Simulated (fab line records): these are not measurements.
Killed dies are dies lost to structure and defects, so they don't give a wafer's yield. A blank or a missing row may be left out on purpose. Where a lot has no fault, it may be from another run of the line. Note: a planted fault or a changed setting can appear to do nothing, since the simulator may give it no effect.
fab line records	flow sky130
[record] lots = 10	wafers = 30	last-day = 50
route steps=708 shown LDD_HVP@287 SD_N@356 METAL2@489 METAL4@600 PAD_OPEN@708
lots with no fault: from the same line, run without faults
start-h: start of the lot's first displayed wafer, in hours after the record's first day	wait-h: hours from the lot's prior step to this one	" as in the row above	L1.1+2: a row that stands for several wafers	- no value, or no start given	* or withheld: withheld	< > ~ a bound
route shown NAME@n: names a module that has steps shown in the file, with the first one's number in the route	usual: mean/standard deviation taken from wafers without a fault	same: alike in all rows	chamber/n: place in a boat	sites: the reading at each site	_std_site: the values' standard deviation	_edge_site: the outer-site mean with the inner-site mean subtracted	radius-mm: how far each site lies from the wafer's centre	mask NAME#n: copy n	behind: the most recent tool/chamber to have shaped the wafer	hold: cause of the lot's hold/its duration in hours/its outcome	device: which transistor (n, p or np) failed to switch	end of line: the route-end tests of the same wafers	a step given without rows: its recipe and nothing more	killed: dies lost to structure and defects at the first sort, not the wafer's yield	map: dies across one wafer; x = killed, . = not, _ = none there
set.NAME: the setting the step ran with; set.NAME@STEP: the setting that earlier step ran with	model.NAME: the simulator's own value behind a step, which no gauge read
a sample of lots followed through the steps of the route, with each step as a table and each wafer as a row
services: the hour from which a tool's chamber was out of use, counted from the record's first day as start-h (under 0 if before that day), plus the number of hours and why
[[steps]]
[step SKY_LDD_HVP_STRIP_09]
[recipe] chemistry = O2/N2	power-w = 1400	pressure-mtorr = 1500	platen-temp-c = withheld	o2-flow-sccm = 3000	n2-flow-sccm = 300	overash-fraction = 0.5
[usual] chamber-pressure-mTorr = 1499.9/1.2	drypump-motor-current-A = 5.4/0.32	oes-product-au = 0.409/0.0049	strip-time-to-endpoint-s = 4.136/0.015
[same] overash-fraction = 0.5
lot.wafer	tool	chamber	start-h	wait-h	chamber-pressure-mTorr	drypump-motor-current-A	oes-product-au	rf-hours-counter-h	strip-time-to-endpoint-s
L405.1	plasma-asher-02	1	493.46	0.1	1498.7	5.7	0.404	80	4.156
L405.2	"	0	"	"	1499.4	5.1	0.420	80	4.145
L405.3	"	0	"	"	1499.4	5.1	0.413	-	4.161
L406.1	plasma-asher-04	0	515.81	0.1	1500.2	5.1	0.406	71	4.107
L406.2	"	1	"	"	1499.8	5.8	0.401	71	4.120
L406.5	"	1	"	"	1500.0	5.8	0.405	-	4.124
L409.2	plasma-asher-02	1	559.59	0.1	1500.8	5.7	0.405	87	4.134
L409.3	"	1	"	"	1499.8	5.7	0.411	-	4.122
L409.5	"	0	"	"	1500.9	5.0	0.412	-	4.123
L410.4	plasma-asher-04	1	562.62	0.1	1498.6	5.8	0.410	-	4.118
L410.5	"	0	"	"	1503.0	5.1	0.406	-	4.124
L410.6	"	1	"	"	1500.1	5.8	0.399	-	4.140
L413.2	plasma-asher-04	0	576.06	0.1	1500.1	5.1	0.410	77	4.108
L413.3	"	1	"	"	1499.2	5.9	0.408	-	4.096
L413.6	"	1	"	"	1501.2	5.9	0.403	-	4.111
L412.2	plasma-asher-02	1	581.63	0.1	1499.6	5.7	0.413	89	4.144
L412.4	"	0	"	"	1499.7	5.1	0.407	-	4.148
L412.5	"	0	"	"	1502.2	5.0	0.408	-	4.151
L414.3	plasma-asher-04	1	584.12	0.1	1498.2	5.8	0.409	-	4.130
L414.4	"	0	"	"	1500.3	5.1	0.401	-	4.130
L414.5	"	0	"	"	1501.5	5.1	0.404	-	4.146
L416.2	plasma-asher-03	1	594.88	0.1	1499.9	5.3	0.411	46	4.136
L416.5	"	0	"	"	1500.4	5.3	0.411	-	4.143
L416.6	"	1	"	"	1500.2	5.2	0.409	-	4.124
L417.2	plasma-asher-04	0	605.64	0.1	1500.0	5.1	0.412	80	4.139
L417.3	"	1	"	"	1499.9	5.8	0.408	-	4.139
L417.5	"	1	"	"	1501.4	5.8	0.395	-	4.154
L426.2	plasma-asher-02	0	681.91	0.1	1499.3	5.0	0.405	97	4.162
L426.4	"	0	"	"	1499.6	5.0	0.411	-	4.157
L426.5	"	1	"	"	1499.4	5.7	0.412	-	4.120
[step SKY_SD_N_RTA_14]
[recipe] temp-c = 1075	time-s = 2	idle-temp-c = 650	ramp-up-c-per-s = 150	ramp-down-c-per-s = 90	ambient = N2
[usual] lamp-power-pct = 15.74/0.057	ramp-down-c-per-s = 90.003/0.016	wafer_temp_C_max = 1078.1/1.4
lot.wafer	tool	chamber	start-h	wait-h	lamp-power-pct	ramp-down-c-per-s	wafer_temp_C_max
L405.1	rtp-anneal-01	0	644.15	0.0	15.77	90.004	1078.1
L405.2	"	0	"	"	15.76	90.049	1078.2
L405.3	"	0	"	"	15.84	90.031	1079.7
L406.1	rtp-anneal-02	0	665.84	0.0	15.71	90.023	1077.9
L406.2	"	0	"	"	15.80	89.998	1079.2
L406.5	"	0	"	"	15.72	89.982	1077.2
L409.2	rtp-anneal-01	0	706.60	0.0	15.83	90.003	1079.5
L409.3	"	0	"	"	15.68	89.999	1077.5
L409.5	"	0	"	"	15.74	90.032	1077.5
L410.4	rtp-anneal-01	0	711.11	0.0	15.72	90.002	1076.6
L410.5	"	0	"	"	15.70	90.013	1074.9
L410.6	"	0	"	"	15.69	90.004	1077.7
L413.2	rtp-anneal-02	0	722.33	0.0	15.79	89.996	1079.2
L413.3	"	0	"	"	15.85	90.014	1077.5
L413.6	"	0	"	"	15.82	90.012	1078.0
L412.2	rtp-anneal-01	0	726.65	0.0	15.70	89.971	1076.5
L412.4	"	0	"	"	15.73	90.024	1076.9
L412.5	"	0	"	"	15.74	89.981	1077.5
L414.3	rtp-anneal-01	0	729.32	0.0	15.75	89.979	1078.3
L414.4	"	0	"	"	15.66	89.989	1080.5
L414.5	"	0	"	"	15.74	89.971	1076.9
L416.2	rtp-anneal-02	0	741.90	0.0	15.74	90.011	1078.6
L416.5	"	0	"	"	15.67	89.995	1080.2
L416.6	"	0	"	"	15.73	89.977	1079.7
L417.2	rtp-anneal-01	0	750.97	0.0	15.73	90.010	1077.8
L417.3	"	0	"	"	15.78	90.030	1076.5
L417.5	"	0	"	"	15.83	89.986	1077.4
L426.2	rtp-anneal-02	0	822.09	0.0	15.69	90.018	1075.3
L426.4	"	0	"	"	15.76	90.000	1080.0
L426.5	"	0	"	"	15.69	89.997	1078.7
[step SKY_METAL2_THK_MEAS_06]
[recipe] thk-meas-gauge = xrf	reads = AlCu_of_METAL2_SPUTTER_02
[usual] METAL2_ALCU_THK = 250.6/2.7
lot.wafer	tool	chamber	start-h	wait-h	METAL2_ALCU_THK[nm]
L405.1	film-metro-04	-	793.00	0.1	250.7
L405.2	"	-	"	"	250.7
L405.3	"	-	"	"	251.5
L406.1	film-metro-03	-	812.34	0.1	247.8
L406.2	"	-	"	"	248.6
L406.5	"	-	"	"	252.9
L409.2	film-metro-04	-	851.89	0.1	255.1
L409.3	"	-	"	"	246.6
L409.5	"	-	"	"	247.9
L410.4	film-metro-02	-	856.34	0.1	250.9
L410.5	"	-	"	"	250.7
L410.6	"	-	"	"	249.3
L413.2	film-metro-03	-	864.69	0.1	253.0
L413.3	"	-	"	"	254.0
L413.6	"	-	"	"	255.4
L412.2	film-metro-03	-	870.12	0.1	246.7
L412.4	"	-	"	"	251.9
L412.5	"	-	"	"	247.6
L414.3	film-metro-04	-	874.45	0.1	251.3
L414.4	"	-	"	"	247.6
L414.5	"	-	"	"	252.0
L416.2	film-metro-02	-	885.29	0.1	250.6
L416.5	"	-	"	"	249.0
L416.6	"	-	"	"	247.2
L417.2	film-metro-02	-	893.24	0.1	248.9
L417.3	"	-	"	"	247.9
L417.5	"	-	"	"	252.5
L426.2	film-metro-03	-	958.90	0.1	245.7
L426.4	"	-	"	"	250.0
L426.5	"	-	"	"	249.5
[step SKY_METAL4_SPUTTER_02]
[recipe] material = AlCu	target-thk-nm = 735	power-w = 10600	time-s = 39.1	chamber-pressure-pa = 0.4
[usual] throttle-valve-pct = 30.0/0.85
lot.wafer	tool	chamber	start-h	wait-h	throttle-valve-pct
L405.1	pvd-sputter-03	-	930.07	0.0	29.3
L405.2	"	-	"	"	29.3
L405.3	"	-	"	"	29.8
L406.1	pvd-sputter-01	-	949.70	0.0	30.7
L406.2	"	-	"	"	29.4
L406.5	"	-	"	"	29.7
L409.2	pvd-sputter-02	-	985.22	0.0	29.2
L409.3	"	-	"	"	28.7
L409.5	"	-	"	"	28.4
L410.4	pvd-sputter-03	-	988.04	0.0	29.5
L410.5	"	-	"	"	30.0
L410.6	"	-	"	"	29.3
L413.2	pvd-sputter-01	-	997.44	0.0	31.5
L413.3	"	-	"	"	30.6
L413.6	"	-	"	"	31.0
L412.2	pvd-sputter-01	-	1001.13	0.0	29.7
L412.4	"	-	"	"	30.9
L412.5	"	-	"	"	29.9
L414.3	pvd-sputter-01	-	1005.08	0.0	31.4
L414.4	"	-	"	"	30.7
L414.5	"	-	"	"	31.5
L416.2	pvd-sputter-01	-	1014.63	0.0	30.8
L416.5	"	-	"	"	31.4
L416.6	"	-	"	"	29.9
L417.2	pvd-sputter-02	-	1021.36	0.0	30.1
L417.3	"	-	"	"	29.1
L417.5	"	-	"	"	30.4
L426.2	pvd-sputter-02	-	1080.55	0.0	30.0
L426.4	"	-	"	"	30.4
L426.5	"	-	"	"	28.6
[step SKY_METAL4_METAL_ETCH_18]
[recipe] target-depth-a = 8450	stop-on = SiO2	over-etch-frac = 0.3	time-s = 183.1	chemistry = Cl2/BCl3	resist-sidewall-deg = 88	pressure-mtorr = 10	icp-w = 900	bias-w = 48.5	Cl2_flow_sccm = 60	bcl3-flow-sccm = 30
[usual] chamber-pressure-mTorr = 10.003/0.009	drypump-motor-current-A = 5.6/0.6	oes-product-au = 0.862/0.0066	throttle-valve-pct = 22.264/0.0091
lot.wafer	tool	chamber	start-h	wait-h	chamber-pressure-mTorr	drypump-motor-current-A	oes-product-au	rf-hours-counter-h	throttle-valve-pct
L405.1	rie-metal-04	1	979.55	0.0	10.001	5.1	0.871	11	22.267
L405.2	"	0	"	"	9.984	6.3	0.858	15	22.247
L405.3	"	1	"	"	10.015	5.1	0.865	-	22.266
L406.1	rie-metal-01	1	998.62	0.0	10.007	5.4	0.863	9	22.265
L406.2	"	0	"	"	9.985	5.2	0.864	15	22.244
L406.5	"	0	"	"	9.995	5.2	0.857	-	22.259
L409.2	rie-metal-01	1	1033.97	0.0	10.006	5.4	0.872	11	22.266
L409.3	"	0	"	"	10.006	5.2	0.883	-	22.262
L409.5	"	0	"	"	9.979	5.2	0.872	-	22.270
L410.4	rie-metal-02	1	1036.16	0.1	10.006	6.5	0.857	-	22.255
L410.5	"	1	"	"	10.000	6.4	0.865	-	22.245
L410.6	"	0	"	"	10.008	5.0	0.864	-	22.255
L413.2	rie-metal-02	0	1044.65	0.0	9.999	5.0	0.855	15	22.270
L413.3	"	1	"	"	9.996	6.4	0.864	-	22.266
L413.6	"	1	"	"	10.015	6.4	0.862	-	22.260
L412.2	rie-metal-01	1	1047.76	0.0	9.989	5.4	0.853	12	22.274
L412.4	"	0	"	"	9.984	5.2	0.861	-	22.263
L412.5	"	0	"	"	10.005	5.2	0.863	-	22.264
L414.3	rie-metal-02	1	1052.36	0.1	10.010	6.4	0.855	-	22.270
L414.4	"	0	"	"	9.995	5.0	0.854	-	22.259
L414.5	"	1	"	"	10.002	6.4	0.866	-	22.277
L416.2	rie-metal-02	0	1061.75	0.0	10.001	5.0	0.989	17	22.262
L416.5	"	0	"	"	9.999	5.0	0.865	-	22.287
L416.6	"	1	"	"	10.009	6.4	0.868	-	22.246
L417.2	rie-metal-01	0	1067.06	0.0	9.998	5.2	0.868	19	22.269
L417.3	"	1	"	"	10.009	5.4	0.861	-	22.237
L417.5	"	1	"	"	10.003	5.4	0.864	-	22.271
L426.2	rie-metal-02	0	1122.87	0.0	9.996	5.0	0.869	22	22.270
L426.4	"	0	"	"	9.997	5.0	0.863	-	22.263
L426.5	"	0	"	"	10.002	5.0	0.862	-	22.276
[step SKY_PAD_OPEN_PROBE_99]
[usual] defect-limited-yield = 82.6/1.8	killed_at_M0_to_M3 = 43/6.6	killed_at_M4_up = 2.9/1.6	killed-at-contacts = 24/4.9	killed-at-front-end = 15/4.5	killed-at-other = 0.2/0.45	killed-dies = 86/8.8	killed-on-rim = 16/4.2	killed-open = 48/6.4	killed-short = 38/5.6	sort_bin_3_pad_short = 0.8/0.38	sort_bin_5_function = 10.2/1.4	sort_bin_6_memory = 6.4/1.1	sort-n-pass = 406/8.8	sort-yield-pct = 82.6/1.8
[same] gross-dies = 492	killed-at-back-side = 0	sort_bin_4_leakage[%] = 0	sort_bin_8_speed[%] = 0
lot.wafer	tool	chamber	start-h	wait-h	defect-limited-yield[%]	killed_at_M0_to_M3	killed_at_M4_up	killed-at-contacts	killed-at-front-end	killed-at-other	killed-dies	killed-on-rim	killed-open	killed-short	sort_bin_3_pad_short[%]	sort_bin_5_function[%]	sort_bin_6_memory[%]	sort-n-pass	sort-yield-pct[%]
L406.1	prober-02	-	1092.79	0.1	83.5	47	7	20	7	0	81	9	40	41	0.2	10.6	5.7	411	83.5
L406.2	prober-02	-	1092.84	0.1	81.7	50	1	24	14	1	90	16	49	41	0.8	11.6	5.9	402	81.7
L406.5	prober-02	-	1092.99	0.2	81.5	52	2	24	11	2	91	13	51	40	0.8	11.0	6.7	401	81.5
L414.3	prober-01	-	1141.39	0.2	82.1	40	3	32	13	0	88	14	50	38	0	11.4	6.5	404	82.1
L414.4	prober-01	-	1141.44	0.2	85.4	42	0	18	12	0	72	13	36	36	1.0	7.9	5.7	420	85.4
L414.5	prober-01	-	1141.49	0.2	83.1	35	3	24	20	1	83	13	44	39	0.8	9.8	6.3	409	83.1
L416.2	prober-02	-	1149.63	0.1	5.7	42	383	24	15	0	464	87	54	31	1.2	87.4	5.7	28	5.7
L416.5	prober-02	-	1149.78	0.2	83.9	35	5	27	12	0	79	17	42	37	0.4	8.1	7.5	413	83.9
L416.6	prober-02	-	1149.83	0.2	81.5	42	3	30	15	1	91	17	46	45	1.4	10.4	6.7	401	81.5
L417.2	prober-01	-	1153.37	0.1	82.5	38	5	25	18	0	86	16	49	37	1.2	10.4	5.9	406	82.5
L417.3	prober-01	-	1153.42	0.2	77.6	54	3	24	29	0	110	27	64	46	1.4	12.0	8.9	382	77.6
L417.5	prober-01	-	1153.52	0.2	83.5	34	3	24	20	0	81	13	49	32	0.8	10.4	5.3	411	83.5
L426.2	prober-01	-	1202.89	0.1	86.4	29	5	26	7	0	67	11	40	27	0.2	8.1	5.3	425	86.4
L426.4	prober-01	-	1202.99	0.2	82.3	39	2	33	13	0	87	16	45	42	0.8	10.8	6.1	405	82.3
L426.5	prober-01	-	1203.04	0.2	84.1	40	5	29	4	0	78	13	41	37	0.6	8.5	6.7	414	84.1
// killed by level:class
L406.1 VIA1:geometric-particle:open=9 METAL1:geometric-particle:short=8 LI_CONTACT:geometric-particle:open=7 VIA1:geometric-particle:short=7 METAL2:geometric-particle:short=7 CONTACT:geometric-particle:open=6 VIA2:geometric-particle:open=5 LOCAL_INTERCONNECT:geometric-particle:short=4
L406.2 VIA1:geometric-particle:open=12 CONTACT:geometric-particle:open=10 VIA2:geometric-particle:short=8 METAL1:geometric-particle:short=6 VIA3:geometric-particle:open=5 LI_CONTACT:geometric-particle:open=5 FIELD_ISO:geometric-particle:open=4 FIELD_ISO:geometric-particle:short=4
L406.5 VIA2:geometric-particle:open=14 CONTACT:geometric-particle:open=12 VIA1:geometric-particle:open=8 METAL2:geometric-particle:short=7 VIA3:geometric-particle:open=6 VIA1:geometric-particle:short=6 CONTACT:geometric-particle:short=5 VIA2:geometric-particle:short=5
L414.3 LI_CONTACT:geometric-particle:open=11 CONTACT:geometric-particle:open=10 VIA1:geometric-particle:open=9 FIELD_ISO:geometric-particle:open=8 VIA1:geometric-particle:short=6 VIA3:geometric-particle:short=4 LI_CONTACT:geometric-particle:short=4 METAL1:geometric-particle:short=4
L414.4 LI_CONTACT:geometric-particle:open=8 VIA1:geometric-particle:open=8 METAL1:geometric-particle:short=7 VIA3:geometric-particle:short=5 LI_CONTACT:geometric-particle:short=4 CONTACT:geometric-particle:open=4 VIA2:geometric-particle:open=4 VIA3:geometric-particle:open=4
L414.5 CONTACT:geometric-particle:open=13 VIA1:geometric-particle:open=12 FIELD_ISO:geometric-particle:short=7 VIA1:geometric-particle:short=5 METAL3:geometric-particle:short=5 FIELD_ISO:geometric-particle:open=4 LOCAL_INTERCONNECT:geometric-particle:short=4 CONTACT:geometric-particle:short=4
L416.2 METAL4:area-etch=379 VIA1:geometric-particle:open=13 CONTACT:geometric-particle:open=10 LI_CONTACT:geometric-particle:open=10 METAL1:geometric-particle:short=7 POLY_GATE:geometric-particle:open=6 VIA2:geometric-particle:open=5 VIA1:geometric-particle:short=4
L416.5 LI_CONTACT:geometric-particle:open=9 VIA3:geometric-particle:open=8 CONTACT:geometric-particle:open=7 METAL2:geometric-particle:short=7 METAL4:geometric-particle:short=5 VIA2:geometric-particle:open=5 FIELD_ISO:geometric-particle:short=4 CONTACT:geometric-particle:short=4
L416.6 VIA1:geometric-particle:open=14 CONTACT:geometric-particle:open=13 POLY_GATE:geometric-particle:short=7 CONTACT:geometric-particle:short=6 LOCAL_INTERCONNECT:geometric-particle:short=6 VIA2:geometric-particle:open=6 FIELD_ISO:geometric-particle:short=5 VIA3:geometric-particle:short=5
L417.2 LI_CONTACT:geometric-particle:open=10 VIA1:geometric-particle:open=9 METAL1:geometric-particle:short=7 CONTACT:geometric-particle:open=6 FIELD_ISO:geometric-particle:open=5 FIELD_ISO:geometric-particle:short=4 POLY_GATE:geometric-particle:open=4 LI_CONTACT:geometric-particle:short=4
L417.3 VIA1:geometric-particle:open=15 VIA3:geometric-particle:open=10 CONTACT:geometric-particle:open=10 FIELD_ISO:geometric-particle:short=9 VIA1:geometric-particle:short=8 VIA2:geometric-particle:open=7 LOCAL_INTERCONNECT:geometric-particle:short=6 POLY_GATE:geometric-particle:open=5
L417.5 CONTACT:geometric-particle:open=11 VIA1:geometric-particle:open=7 VIA2:geometric-particle:open=7 POLY_GATE:geometric-particle:open=5 POLY_GATE:geometric-particle:short=5 LI_CONTACT:geometric-particle:open=5 VIA3:geometric-particle:open=5 METAL1:geometric-particle:short=4
L426.2 LI_CONTACT:geometric-particle:open=9 CONTACT:geometric-particle:open=7 VIA2:geometric-particle:open=5 VIA3:geometric-particle:open=5 LOCAL_INTERCONNECT:geometric-particle:short=4 METAL4:geometric-particle:short=4 VIA1:geometric-particle:short=4 METAL2:geometric-particle:short=4
L426.4 CONTACT:geometric-particle:open=10 CONTACT:geometric-particle:short=9 VIA1:geometric-particle:open=9 VIA1:geometric-particle:short=7 METAL1:geometric-particle:short=6 VIA2:geometric-particle:open=6 VIA3:geometric-particle:open=6 LI_CONTACT:geometric-particle:open=5
L426.5 CONTACT:geometric-particle:open=14 VIA1:geometric-particle:open=8 METAL2:geometric-particle:short=8 CONTACT:geometric-particle:short=6 VIA2:geometric-particle:open=5 METAL4:geometric-particle:short=5 LI_CONTACT:geometric-particle:open=4 METAL1:geometric-particle:short=4
[[services]]
tool	chamber	start-h	hours	kind
plasma-asher-02	-	481.67	1.0	repair
plasma-asher-02	-	494.16	0.9	repair
pvd-sputter-01	-	497.35	8.4	repair
pvd-sputter-01	-	499.39	4.6	repair
plasma-asher-02	-	541.47	2.7	repair
rtp-anneal-01	-	557.23	1.4	pm
rie-metal-02	-	565.63	2.0	repair
rie-metal-01	-	578.80	0.2	repair
plasma-asher-02	-	582.64	4.0	repair
rtp-anneal-02	-	583.62	4.3	pm
plasma-asher-02	-	604.09	14.6	pm
pvd-sputter-01	-	614.63	4.3	repair
plasma-asher-02	-	698.84	2.2	repair
plasma-asher-04	-	703.91	2.8	pm
pvd-sputter-01	-	721.31	8.6	repair
plasma-asher-02	-	733.75	9.0	pm
pvd-sputter-01	-	746.08	0.6	repair
rie-metal-02	1	787.09	11.1	repair
pvd-sputter-01	-	832.34	1.9	repair
rtp-anneal-01	-	845.42	3.0	pm
pvd-sputter-01	-	916.24	2.6	repair
pvd-sputter-01	-	994.09	2.0	repair
plasma-asher-04	-	1055.25	9.0	pm
plasma-asher-04	-	1089.93	14.6	pm
[[key]]
[first-sign] step = SKY_METAL4_METAL_ETCH_18	reading = oes-product-au	direction = up	sigmas = 19	usual = 0.862	struck = 0.989
[effect] step = SKY_PAD_OPEN_PROBE_99	reading = killed_at_M4_up	direction = up	sigmas = 99+	usual = 2.9	struck = 383
[more-kills-born-at] SKY_METAL4_METAL_ETCH_18@rie-metal-02 = 379
met-at SKY_METAL4_SPUTTER_02
struck-lots L416
struck-wafers L416.2
later-rows-left-out L416.2
not-acting-at SKY_LDD_HVP_STRIP_09,SKY_SD_N_RTA_14,SKY_METAL2_THK_MEAS_06
onset-between 1005.08 1014.63
[fault] kind = process-parameter-drift	tool = pvd-sputter-01	chamber = -	onset-h = 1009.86	steps = SKY_METAL4_SPUTTER_02	channel = time-s	offset = *	shape = step	end-h = 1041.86	scope = struck-wafers-only	acts-in = *	stated = *
// later-rows-left-out: the simulator's readings of these wafers behind a module that went badly wrong aren't trusted and aren't shown, but for the sort
